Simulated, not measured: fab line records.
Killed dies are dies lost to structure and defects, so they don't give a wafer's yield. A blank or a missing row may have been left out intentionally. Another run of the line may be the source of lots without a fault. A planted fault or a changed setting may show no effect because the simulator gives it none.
fab line records	flow sky130
record lots=9	wafers=27	last_day=49
route steps=708 shown METAL5@663 PAD_OPEN@701
lots with no fault: from the same line, run without faults
start_h: the number of hours between the record's first day and the start of the first shown wafer of the lot	wait_h: how many hours have passed since the lot's step before this one	" unchanged from the row above	L1.1+2: several wafers, shown together as one row	- either no value or no given start	* or withheld: withheld	< > ~ a bound
route shown NAME@n: NAME is a module with steps in the file, n the number in the route of the first one	usual: mean/standard deviation taken from wafers without a fault	same: alike in all rows	chamber/n: place in a boat	sites: readings site by site	_std_site: the standard deviation of these	_edge_site: the outer-site mean with the inner-site mean subtracted	radius_mm: how far each site lies from the wafer's centre	mask NAME#n: copy n	behind: the tool/chamber that last shaped the wafer	hold: why the lot went on hold/how many hours it stayed there/how the hold came to an end	device: the transistor (n, p or np) that didn't switch	end of line: at the end of the route, the tests of the same wafers	where a step has no rows: the recipe by itself	killed: the dies lost at the first sort to structure and to defects; this is not the yield of the wafer	map: dies across one wafer; x = killed, . = not, _ = none there
set.NAME: setting as actually run; set.NAME@STEP: the setting as run at that earlier step	model.NAME: the simulator's own value behind a step, which no gauge read
the route's steps for a sample of lots (tables are steps, rows are wafers)
services: when a tool's chamber went out of use (start_h, in hours from the record's first day, below 0 if earlier), for how many hours, and the reason
## steps
# step SKY_METAL5_SPUTTER_02
# recipe material=AlCu	target_thk_nm=1150	power_w=10600	time_s=61.2	chamber_pressure_pa=0.4
# usual throttle_valve_pct=30.3/1.1
lot.wafer	tool	chamber	start_h	wait_h	throttle_valve_pct
L246.1	pvd_sputter-04	-	1019.54	0.0	30.6
L246.3	"	-	"	"	29.5
L246.5	"	-	"	"	30.5
L247.1	pvd_sputter-02	-	1032.69	0.0	29.0
L247.5	"	-	"	"	29.2
L247.6	"	-	"	"	29.5
L248.1	pvd_sputter-01	-	1037.04	0.0	31.4
L248.2	"	-	"	"	31.8
L248.6	"	-	"	"	31.8
L249.2	pvd_sputter-01	-	1039.18	0.0	31.6
L249.3	"	-	"	"	29.3
L249.5	"	-	"	"	31.6
L253.3	pvd_sputter-01	-	1068.59	0.0	31.5
L253.5	"	-	"	"	31.7
L253.6	"	-	"	"	31.4
L255.1	pvd_sputter-04	-	1081.31	0.0	30.4
L255.3	"	-	"	"	29.9
L255.4	"	-	"	"	28.8
L259.3	pvd_sputter-01	-	1098.42	0.0	29.3
L259.4	"	-	"	"	31.5
L259.6	"	-	"	"	29.3
L260.1	pvd_sputter-04	-	1102.99	0.0	28.5
L260.3	"	-	"	"	30.3
L260.5	"	-	"	"	30.7
L263.2	pvd_sputter-01	-	1122.65	0.0	31.8
L263.3	"	-	"	"	31.3
L263.5	"	-	"	"	31.4
# step SKY_METAL5_SPUTTER_03
# recipe material=Ti	target_thk_nm=5	power_w=3000	time_s=3.3	chamber_pressure_pa=0.4
# usual throttle_valve_pct=30.3/1.1
lot.wafer	tool	chamber	start_h	wait_h	throttle_valve_pct
L246.1	pvd_sputter-04	-	1019.59	0.0	30.2
L246.3	"	-	"	"	29.9
L246.5	"	-	"	"	30.3
L247.1	pvd_sputter-02	-	1032.74	0.0	28.9
L247.5	"	-	"	"	29.4
L247.6	"	-	"	"	29.6
L248.1	pvd_sputter-01	-	1037.09	0.0	31.2
L248.2	"	-	"	"	32.0
L248.6	"	-	"	"	32.0
L249.2	pvd_sputter-01	-	1039.23	0.0	31.7
L249.3	"	-	"	"	29.1
L249.5	"	-	"	"	31.8
L253.3	pvd_sputter-01	-	1068.64	0.0	31.7
L253.5	"	-	"	"	32.2
L253.6	"	-	"	"	31.4
L255.1	pvd_sputter-04	-	1081.36	0.0	30.5
L255.3	"	-	"	"	29.7
L255.4	"	-	"	"	28.8
L259.3	pvd_sputter-01	-	1098.47	0.0	29.3
L259.4	"	-	"	"	31.2
L259.6	"	-	"	"	29.3
L260.1	pvd_sputter-04	-	1103.04	0.0	28.6
L260.3	"	-	"	"	30.6
L260.5	"	-	"	"	30.7
L263.2	pvd_sputter-01	-	1122.70	0.0	31.9
L263.3	"	-	"	"	31.5
L263.5	"	-	"	"	31.6
# step SKY_METAL5_RS_MEAS_05
# recipe thk_meas_gauge=four-point-probe	reads=TiN_of_METAL5_SPUTTER_04+Ti_of_METAL5_SPUTTER_03+AlCu_of_METAL5_SPUTTER_02+TiN_of_METAL5_SPUTTER_01+Ti_of_METAL5_SPUTTER_00
# usual METAL5_ALCU_RS=0.0271/0.00034
lot.wafer	tool	chamber	start_h	wait_h	METAL5_ALCU_RS[ohm/sq]
L246.1	film_metro-01	-	1019.66	0.0	0.0274
L246.3	"	-	"	"	0.0277
L246.5	"	-	"	"	0.0273
L247.1	film_metro-01	-	1032.81	0.0	0.0274
L247.5	"	-	"	"	0.0274
L247.6	"	-	"	"	0.0265
L248.1	film_metro-03	-	1037.15	0.0	0.0274
L248.2	"	-	"	"	0.0272
L248.6	"	-	"	"	0.0266
L249.2	film_metro-03	-	1039.31	0.0	0.0272
L249.3	"	-	"	"	0.0269
L249.5	"	-	"	"	0.0269
L253.3	film_metro-04	-	1068.74	0.1	0.0278
L253.5	"	-	"	"	0.0270
L253.6	"	-	"	"	0.0276
L255.1	film_metro-01	-	1081.43	0.0	0.0270
L255.3	"	-	"	"	0.0278
L255.4	"	-	"	"	0.0271
L259.3	film_metro-04	-	1098.58	0.1	0.0271
L259.4	"	-	"	"	0.0272
L259.6	"	-	"	"	0.0268
L260.1	film_metro-03	-	1103.11	0.0	0.0272
L260.3	"	-	"	"	0.0272
L260.5	"	-	"	"	0.0274
L263.2	film_metro-04	-	1122.79	0.0	0.0266
L263.3	"	-	"	"	0.0239
L263.5	"	-	"	"	0.0240
# step SKY_METAL5_THK_MEAS_06
# recipe thk_meas_gauge=xrf	reads=AlCu_of_METAL5_SPUTTER_02
# usual METAL5_ALCU_THK=1154/20
lot.wafer	tool	chamber	start_h	wait_h	METAL5_ALCU_THK[nm]
L246.1	film_metro-01	-	1019.78	0.1	1137
L246.3	"	-	"	"	1117
L246.5	"	-	"	"	1135
L247.1	film_metro-01	-	1032.93	0.1	1129
L247.5	"	-	"	"	1135
L247.6	"	-	"	"	1167
L248.1	film_metro-03	-	1037.27	0.1	1142
L248.2	"	-	"	"	1154
L248.6	"	-	"	"	1174
L249.2	film_metro-03	-	1039.42	0.1	1155
L249.3	"	-	"	"	1166
L249.5	"	-	"	"	1171
L253.3	film_metro-04	-	1068.84	0.1	1132
L253.5	"	-	"	"	1170
L253.6	"	-	"	"	1136
L255.1	film_metro-01	-	1081.55	0.1	1139
L255.3	"	-	"	"	1106
L255.4	"	-	"	"	1130
L259.3	film_metro-04	-	1098.68	0.1	1173
L259.4	"	-	"	"	1167
L259.6	"	-	"	"	1181
L260.1	film_metro-03	-	1103.23	0.1	1159
L260.3	"	-	"	"	1160
L260.5	"	-	"	"	1142
L263.2	film_metro-04	-	1122.90	0.1	1194
L263.3	"	-	"	"	1324
L263.5	"	-	"	"	1321
# step SKY_METAL5_METAL_ETCH_15
# recipe target_depth_a=12600	stop_on=SiO2	over_etch_frac=0.2	time_s=252	chemistry=Cl2/BCl3	resist_sidewall_deg=86	pressure_mtorr=10	icp_w=900	bias_w=48.5	Cl2_flow_sccm=60	bcl3_flow_sccm=30
# usual bias_w=48.49/0.15	chamber_pressure_mTorr=10.001/0.0096	drypump_motor_current_A=5.9/0.52	oes_product_au=0.894/0.0055	throttle_valve_pct=22.265/0.009
lot.wafer	tool	chamber	start_h	wait_h	bias_w	chamber_pressure_mTorr	drypump_motor_current_A	oes_product_au	rf_hours_counter_h	throttle_valve_pct
L246.1	rie_metal-03	1	1041.88	0.0	48.30	10.000	6.5	0.908	4	22.257
L246.3	"	0	"	"	48.48	10.018	5.6	0.887	-	22.261
L246.5	"	0	"	"	48.60	9.997	5.6	0.894	-	22.286
L247.1	rie_metal-04	1	1054.73	0.0	48.57	10.006	5.8	0.905	19	22.253
L247.5	"	1	"	"	48.50	9.998	5.8	0.892	-	22.272
L247.6	"	0	"	"	48.46	10.010	5.1	0.886	-	22.270
L248.1	rie_metal-04	0	1059.33	0.0	48.47	10.006	5.1	0.898	14	22.265
L248.2	"	1	"	"	48.43	9.980	5.8	0.899	19	22.253
L248.6	"	1	"	"	48.72	9.992	5.8	0.891	-	22.279
L249.2	rie_metal-04	0	1061.93	0.0	48.58	10.009	5.1	0.895	14	22.267
L249.3	"	0	"	"	48.12	9.994	5.1	0.889	-	22.271
L249.5	"	0	"	"	48.35	10.000	5.1	0.894	-	22.276
L253.3	rie_metal-04	0	1089.87	0.1	48.49	10.015	5.1	0.893	-	22.277
L253.5	"	1	"	"	48.60	10.013	5.8	0.896	-	22.257
L253.6	"	0	"	"	48.52	9.983	5.1	0.895	-	22.258
L255.1	rie_metal-04	1	1101.88	0.0	48.40	10.013	5.8	0.902	22	22.251
L255.3	"	0	"	"	48.47	10.020	5.1	0.889	-	22.281
L255.4	"	1	"	"	48.22	9.997	5.8	0.902	-	22.254
L259.3	rie_metal-01	0	1117.87	0.1	48.43	10.001	5.6	0.891	-	22.270
L259.4	"	1	"	"	48.44	9.988	6.6	0.901	-	22.260
L259.6	"	0	"	"	48.56	10.000	5.6	0.895	-	22.262
L260.1	rie_metal-01	0	1123.33	0.0	48.55	9.999	5.6	0.891	19	22.280
L260.3	"	1	"	"	48.43	10.006	6.6	0.888	-	22.271
L260.5	"	1	"	"	48.52	10.001	6.6	0.894	-	22.273
L263.2	rie_metal-03	1	1141.68	0.0	48.61	9.996	6.5	0.895	13	22.264
L263.3	"	1	"	"	48.87	10.007	6.5	0.944	-	22.255
L263.5	"	0	"	"	48.26	9.998	5.6	0.944	-	22.274
# step SKY_PAD_OPEN_ETCH_07
# recipe chemistry=CF4/O2	target_depth_nm=725	stop_on=AlCu	source_w=800	bias_w=150	pressure_mtorr=150	cf4_flow_sccm=80	O2_flow_sccm=10	time_s=161.1
# usual bias_w=150.0/0.42	chamber_pressure_mTorr=149.98/0.14	drypump_motor_current_A=5.8/0.4	oes_product_au=0.977/0.0086	throttle_valve_pct=5.964/0.0094
lot.wafer	tool	chamber	start_h	wait_h	bias_w	chamber_pressure_mTorr	drypump_motor_current_A	oes_product_au	rf_hours_counter_h	throttle_valve_pct
L246.1	rie_diel-03	0	1086.24	-	149.9	150.15	5.9	0.981	19	5.956
L246.3	"	3	"	"	150.2	150.08	6.5	0.962	8	5.961
L246.5	"	1	"	"	150.2	150.24	6.1	0.989	-	5.962
L247.1	rie_diel-03	1	1098.09	-	149.5	149.80	6.1	0.980	26	5.944
L247.5	"	3	"	"	149.8	150.07	6.4	0.989	-	5.955
L247.6	"	0	"	"	150.3	150.01	5.9	0.990	-	5.990
L248.1	rie_diel-03	0	1102.54	-	150.5	150.17	5.9	0.989	20	5.962
L248.2	"	2	"	"	150.3	150.13	5.6	0.979	19	5.947
L248.6	"	1	"	"	150.3	150.13	6.1	0.986	-	5.968
L249.2	rie_diel-01	3	1106.19	-	149.5	149.97	5.4	0.969	9	5.966
L249.3	"	2	"	"	150.6	150.02	5.3	0.957	0	5.953
L249.5	"	1	"	"	149.9	149.83	6.2	0.981	-	5.964
L253.3	rie_diel-03	2	1131.74	-	150.1	149.87	5.6	0.976	20	5.959
L253.5	"	3	"	"	150.1	150.03	6.5	0.987	-	5.988
L253.6	"	2	"	"	150.0	149.97	5.6	0.975	-	5.976
L255.1	rie_diel-03	0	1142.60	-	149.3	149.71	5.9	0.972	22	5.982
L255.3	"	1	"	"	149.4	149.97	6.1	0.976	28	5.958
L255.4	"	3	"	"	150.5	150.10	6.5	0.980	10	5.944
L259.3	rie_diel-02	2	1156.85	-	149.7	150.09	5.2	0.981	10	5.964
L259.4	"	0	"	"	149.4	150.34	5.2	0.987	1	5.969
L259.6	"	1	"	"	149.7	149.92	5.6	0.981	-	5.968
L260.1	rie_diel-02	3	1161.74	-	150.1	150.00	6.0	0.970	28	5.955
L260.3	"	1	"	"	150.1	149.90	5.6	0.987	15	5.975
L260.5	"	3	"	"	149.9	150.04	6.0	0.980	-	5.970
L263.2	rie_diel-02	0	1177.84	-	149.8	149.79	5.2	0.970	2	5.970
L263.3	"	1	"	"	149.6	149.85	5.7	0.983	16	5.974
L263.5	"	1	"	"	150.3	149.94	5.7	0.980	-	5.969
# step SKY_PAD_OPEN_STRIP_08
# recipe chemistry=O2/N2	power_w=1400	pressure_mtorr=1500	platen_temp_c=withheld	overash_fraction=0.7	o2_flow_sccm=3000	n2_flow_sccm=300
# usual chamber_pressure_mTorr=1500.1/1.4	drypump_motor_current_A=5.7/0.47	oes_product_au=0.663/0.0043
lot.wafer	tool	chamber	start_h	wait_h	chamber_pressure_mTorr	drypump_motor_current_A	oes_product_au	rf_hours_counter_h
L246.1	plasma_asher-02	1	1086.35	0.1	1501.4	6.4	0.660	34
L246.3	"	1	"	"	1498.4	6.4	0.660	-
L246.5	"	0	"	"	1501.1	6.3	0.660	-
L247.1	plasma_asher-04	1	1098.20	0.1	1498.6	5.7	0.667	3
L247.5	"	1	"	"	1500.6	5.6	0.657	-
L247.6	"	0	"	"	1500.5	5.1	0.660	-
L248.1	plasma_asher-04	1	1102.65	0.1	1502.7	5.7	0.669	4
L248.2	"	0	"	"	1500.0	5.1	0.669	4
L248.6	"	1	"	"	1499.0	5.7	0.664	-
L249.2	plasma_asher-02	1	1106.30	0.1	1501.3	6.4	0.655	35
L249.3	"	0	"	"	1501.2	6.3	0.666	-
L249.5	"	1	"	"	1501.0	6.4	0.667	-
L253.3	plasma_asher-04	0	1131.88	0.1	1500.0	5.1	0.658	-
L253.5	"	0	"	"	1500.4	5.2	0.672	-
L253.6	"	1	"	"	1500.8	5.7	0.657	-
L255.1	plasma_asher-04	1	1142.71	0.1	1501.3	5.6	0.668	6
L255.3	"	0	"	"	1498.8	5.1	0.659	-
L255.4	"	1	"	"	1499.8	5.7	0.671	-
L259.3	plasma_asher-02	0	1156.99	0.1	1500.5	6.3	0.656	-
L259.4	"	1	"	"	1499.6	6.5	0.661	-
L259.6	"	1	"	"	1499.5	6.5	0.658	-
L260.1	plasma_asher-04	0	1161.85	0.1	1498.6	5.1	0.660	8
L260.3	"	1	"	"	1502.4	5.6	0.670	-
L260.5	"	1	"	"	1502.5	5.7	0.654	-
L263.2	plasma_asher-04	1	1177.95	0.1	1497.9	5.7	0.665	9
L263.3	"	1	"	"	1498.2	5.7	0.659	-
L263.5	"	0	"	"	1500.5	5.1	0.662	-
# step SKY_PAD_OPEN_PROBE_99
# usual defect_limited_yield=82.3/2.1	killed_at_M0_to_M3=45/6.9	killed_at_M4_up=3.1/1.7	killed_at_contacts=24/5.7	killed_at_front_end=15/4.6	killed_at_other=0.3/0.57	killed_dies=87/10	killed_open=48/7.4	killed_short=39/6.7	sort_bin_3_pad_short=0.9/0.41	sort_bin_5_function=10.4/1.5	sort_bin_6_memory=6.4/1.1	sort_n_pass=405/10	sort_yield_pct=82.3/2.1
# same gross_dies=492	killed_at_back_side=0	sort_bin_4_leakage[%]=0	sort_bin_8_speed[%]=0
lot.wafer	tool	chamber	start_h	wait_h	defect_limited_yield[%]	killed_at_M0_to_M3	killed_at_M4_up	killed_at_contacts	killed_at_front_end	killed_at_other	killed_dies	killed_open	killed_short	sort_bin_3_pad_short[%]	sort_bin_5_function[%]	sort_bin_6_memory[%]	sort_n_pass	sort_yield_pct[%]
L253.5	prober-01	-	1134.27	0.2	84.6	33	6	18	18	1	76	33	43	1.2	9.1	5.1	416	84.6
L255.1	prober-01	-	1144.92	0.1	82.9	48	7	21	6	2	84	45	39	0.8	10.0	6.3	408	82.9
L255.3	prober-01	-	1145.02	0.2	84.3	44	0	22	11	0	77	40	37	0.4	8.5	6.7	415	84.3
L255.4	prober-01	-	1145.07	0.2	85.6	33	0	25	13	0	71	43	28	0.2	9.3	4.9	421	85.6
L263.2	prober-01	-	1180.57	0.1	81.5	38	4	26	22	1	91	47	44	0.6	10.6	7.3	401	81.5
L263.3	prober-01	-	1180.62	0.2	81.5	44	5	22	20	0	91	47	44	0.4	11.2	6.9	401	81.5
L263.5	prober-01	-	1180.72	0.2	80.3	46	4	25	22	0	97	54	43	1.0	10.6	8.1	395	80.3
# killed by level:class
L253.5 CONTACT:geometric_particle:open=7 METAL1:geometric_particle:short=7 VIA1:geometric_particle:open=5 METAL4:geometric_particle:short=5 FIELD_ISO:geometric_particle:short=4 FIELD_ISO:geometric_particle:open=4 VIA2:geometric_particle:open=4 METAL2:geometric_particle:short=4
L255.1 METAL2:geometric_particle:short=10 VIA1:geometric_particle:open=7 VIA3:geometric_particle:open=7 LI_CONTACT:geometric_particle:open=6 CONTACT:geometric_particle:open=6 METAL4:geometric_particle:short=6 METAL3:geometric_particle:short=5 POLY_GATE:geometric_particle:open=4
L255.3 VIA1:geometric_particle:open=9 LI_CONTACT:geometric_particle:open=8 VIA2:geometric_particle:open=8 LOCAL_INTERCONNECT:geometric_particle:short=6 METAL1:geometric_particle:short=6 VIA3:geometric_particle:open=6 POLY_GATE:geometric_particle:short=5 CONTACT:geometric_particle:open=5
L255.4 CONTACT:geometric_particle:open=12 LI_CONTACT:geometric_particle:open=6 METAL1:geometric_particle:short=6 VIA1:geometric_particle:open=6 LI_CONTACT:geometric_particle:short=4 VIA2:geometric_particle:short=4 VIA3:geometric_particle:open=4 POLY_GATE:geometric_particle:short=3
L263.2 VIA3:geometric_particle:open=10 CONTACT:geometric_particle:open=8 VIA1:geometric_particle:open=7 CONTACT:geometric_particle:short=7 FIELD_ISO:geometric_particle:short=6 POLY_GATE:geometric_particle:open=5 FIELD_ISO:geometric_particle:open=4 POLY_GATE:geometric_particle:short=4
L263.3 VIA1:geometric_particle:open=11 CONTACT:geometric_particle:open=7 METAL1:geometric_particle:short=7 POLY_GATE:geometric_particle:short=6 POLY_GATE:geometric_particle:open=5 LOCAL_INTERCONNECT:geometric_particle:short=5 METAL2:geometric_particle:open=5 VIA3:geometric_particle:open=5
L263.5 VIA1:geometric_particle:open=15 CONTACT:geometric_particle:open=10 FIELD_ISO:geometric_particle:short=8 LI_CONTACT:geometric_particle:open=7 METAL2:geometric_particle:short=7 METAL1:geometric_particle:short=6 FIELD_ISO:geometric_particle:open=5 VIA3:geometric_particle:open=5
## services
tool	chamber	start_h	hours	kind
plasma_asher-02	-	1001.97	5.1	repair
pvd_sputter-02	-	1002.90	4.4	repair
rie_metal-04	-	1006.62	2.8	pm
pvd_sputter-02	-	1019.95	2.1	repair
rie_diel-03	-	1028.48	14.6	pm
pvd_sputter-01	-	1054.18	9.4	repair
plasma_asher-04	-	1055.25	9.0	pm
rie_diel-02	0	1062.78	2.4	repair
rie_diel-02	-	1069.28	2.8	pm
plasma_asher-02	-	1072.80	1.4	repair
rie_diel-02	2	1074.61	9.4	repair
rie_diel-03	2	1085.81	8.8	repair
rie_metal-03	0	1088.10	6.9	repair
rie_diel-02	0	1091.88	9.8	repair
plasma_asher-04	-	1105.69	16.1	repair
rie_diel-03	1	1107.64	1.3	repair
rie_metal-01	0	1111.80	1.5	repair
rie_metal-04	0	1113.05	9.0	repair
rie_diel-01	2	1117.53	14.7	repair
rie_metal-03	0	1126.95	3.8	repair
rie_diel-01	-	1140.86	2.8	pm
rie_diel-02	2	1158.89	6.4	repair
pvd_sputter-04	-	1166.15	4.3	repair
pvd_sputter-01	-	1172.29	1.2	repair
## key
first_sign step=SKY_METAL5_RS_MEAS_05	reading=METAL5_ALCU_RS	direction=down	sigmas=9.4	usual=0.0271	struck=0.0239
effect step=SKY_METAL5_THK_MEAS_06	reading=METAL5_ALCU_THK	direction=up	sigmas=8.4	usual=1154	struck=1322
effect step=SKY_METAL5_METAL_ETCH_15	reading=oes_product_au	direction=up	sigmas=9	usual=0.894	struck=0.944
met_at SKY_METAL5_SPUTTER_02
struck_lots L263
struck_wafers L263.3,L263.5
not_acting_at SKY_METAL5_SPUTTER_03,SKY_PAD_OPEN_ETCH_07,SKY_PAD_OPEN_STRIP_08
onset_between 1098.42 1122.65
fault kind=process_parameter_drift	tool=pvd_sputter-01	chamber=-	onset_h=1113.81	steps=SKY_METAL5_SPUTTER_02	channel=target_thk_nm	offset=161.7	shape=step	end_h=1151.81	scope=struck_wafers_only	acts_in=these_recipes_only	stated=1150
